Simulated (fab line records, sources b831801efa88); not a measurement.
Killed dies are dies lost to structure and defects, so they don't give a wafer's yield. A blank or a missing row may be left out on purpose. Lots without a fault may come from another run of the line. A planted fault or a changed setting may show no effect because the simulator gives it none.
A struck lot beside a sound one | flow gf180mcu | 22 steps out of a route of 602
Sound: wafers L785.1, L785.3, L785.4. Struck: wafer L801.5. (L801.2, L801.3 of the same lot were not struck and are left out.) The cause comes at the end.
At each step with rows: each side's tool, then ch and its chambers, then its first start. Under that, the readings that differ: sound wafers | struck wafers | difference of the means | sigmas: that difference in standard deviations of wafers without a fault.
alike: readings whose means differ by less than 2 such deviations, and words and numbers that are the same on both sides. not compared: withheld readings, readings that some wafer has no value for, bounds like >300 that may hide the same value, and numbers for which the record gives no deviation and whose values overlap.
The two part at a step that has a row with sigmas, a row that says differs or no value, or rows on one side only. Numbers that don't overlap but have no deviation are shown without sigmas and don't part them. A reading that every wafer of one side lacks parts them only if that side has two wafers or more.

GF_V5_RS_MEAS_24: measures by four-point-probe.
  sound on film_metro-01, day 27 00:34; struck on film_metro-03, day 31 21:05
  reading          | sound             | struck | difference | sigmas
  V5_W_RS (ohm/sq) | 0.314 0.329 0.316 | 0.336  | +0.016     | +3
GF_V5_THK_MEAS_25: measures by xrf.
  sound on film_metro-01, day 27 00:41; struck on film_metro-03, day 31 21:11
  alike: V5_W_THK
GF_V5_CMP_26: polishes, stops on SiO2, t overpolish 15 s, target thk 0 nm.
  sound on cmp-02 ch 0,1,2, day 27 00:44; struck on cmp-02 ch 0, day 31 21:17
  alike: motor_current_A, overpolish_run_s, time_to_endpoint_s
then, 1 step without rows for these wafers: GF_TOP_METAL_SPUTTER_00 (material Ti, target thk 37.5 nm, time 150 s).
GF_TOP_METAL_SPUTTER_01: material TiN, target thk 30 nm, time 25 s.
  sound on pvd_sputter-01, day 27 01:08; struck on pvd_sputter-01, day 31 21:38
  alike: throttle_valve_pct
GF_TOP_METAL_SPUTTER_02: material AlCu, target thk 900 nm, time 47.82 s.
  sound on pvd_sputter-01, day 27 01:10; struck on pvd_sputter-01, day 31 21:40
  alike: throttle_valve_pct
GF_TOP_METAL_SPUTTER_03: material Ti, target thk 5 nm, time 3.3 s.
  sound on pvd_sputter-01, day 27 01:13; struck on pvd_sputter-01, day 31 21:43
  alike: throttle_valve_pct
GF_TOP_METAL_SPUTTER_04: material TiN, target thk 25 nm, time 20.8 s.
  sound on pvd_sputter-01, day 27 01:14; struck on pvd_sputter-01, day 31 21:44
  alike: throttle_valve_pct
GF_TOP_METAL_RS_MEAS_05: measures by four-point-probe.
  sound on film_metro-02, day 27 01:16; struck on film_metro-02, day 31 21:47
  alike: TOP_METAL_ALCU_RS
GF_TOP_METAL_THK_MEAS_06: measures by xrf.
  sound on film_metro-02, day 27 01:23; struck on film_metro-02, day 31 21:53
  alike: TOP_METAL_ALCU_THK
then, 2 steps without rows for these wafers: GF_TOP_METAL_DEHYDRATE_07 (time 60 s); GF_TOP_METAL_HMDS_08 (prime time 60 s).
GF_TOP_METAL_COAT_09: resist thk 1500 nm.
  sound on litho_track-01 ch 0, day 27 11:25; struck on litho_track-01 ch 0, day 32 06:23
  reading                                        | sound          | struck | difference | sigmas
  model.NOVOLAK_of_TOP_METAL_COAT_09.thk_nm (nm) | 1497 1500 1507 | 1454   | -47        |
then, 4 steps without rows for these wafers: GF_TOP_METAL_SOFTBAKE_10 (time 60 s); GF_TOP_METAL_EXPOSE_11 (exposes mask MetalTop, target cd 440 nm); GF_TOP_METAL_PEB_12; GF_TOP_METAL_DEVELOP_13 (develop time 60 s).
GF_TOP_METAL_CD_MEAS_14: target cd 440 nm.
  sound on cd_sem-02, day 27 21:43; struck on cd_sem-01, day 32 14:38
  alike: cd_nm
GF_TOP_METAL_OVL_MEAS_15:
  sound on overlay-01, day 27 21:50; struck on overlay-01, day 32 14:44
  alike: TOP_METAL_OVL
GF_TOP_METAL_METAL_ETCH_16: etches the open film in Cl2/BCl3, stops on SiO2, target depth 1197 nm, time 199.5 s.
  sound on rie_metal-03 ch 0,1, day 27 21:52; struck on rie_metal-04 ch 1, day 32 14:50
  reading                                        | sound          | struck | difference | sigmas
  model.NOVOLAK_of_TOP_METAL_COAT_09.thk_nm (nm) | 1020 1032 1023 | 969.2  | -55.8      |
  alike: drypump_motor_current_A, oes_product_au, throttle_valve_pct
  not compared: rf_hours_counter_h
GF_TOP_METAL_STRIP_17: strips in O2/N2.
  sound on plasma_asher-02 ch 0,1, day 27 22:04; struck on plasma_asher-03 ch 1, day 32 15:09
  reading                      | sound             | struck | difference | sigmas
  strip_time_to_endpoint_s (s) | 12.91 13.03 12.93 | 12.37  | -0.59      | -7
  alike: drypump_motor_current_A, heater_power_w, oes_product_au, platen_temp_c
  not compared: rf_hours_counter_h
then, 1 step without rows for these wafers: GF_TOP_METAL_STRIP_18 (strips in post etch residue remover, time 1200 s).

WHERE THEY PART
First at GF_V5_RS_MEAS_24; last, within this record, at GF_TOP_METAL_STRIP_17.

WHY: what the simulator had put in
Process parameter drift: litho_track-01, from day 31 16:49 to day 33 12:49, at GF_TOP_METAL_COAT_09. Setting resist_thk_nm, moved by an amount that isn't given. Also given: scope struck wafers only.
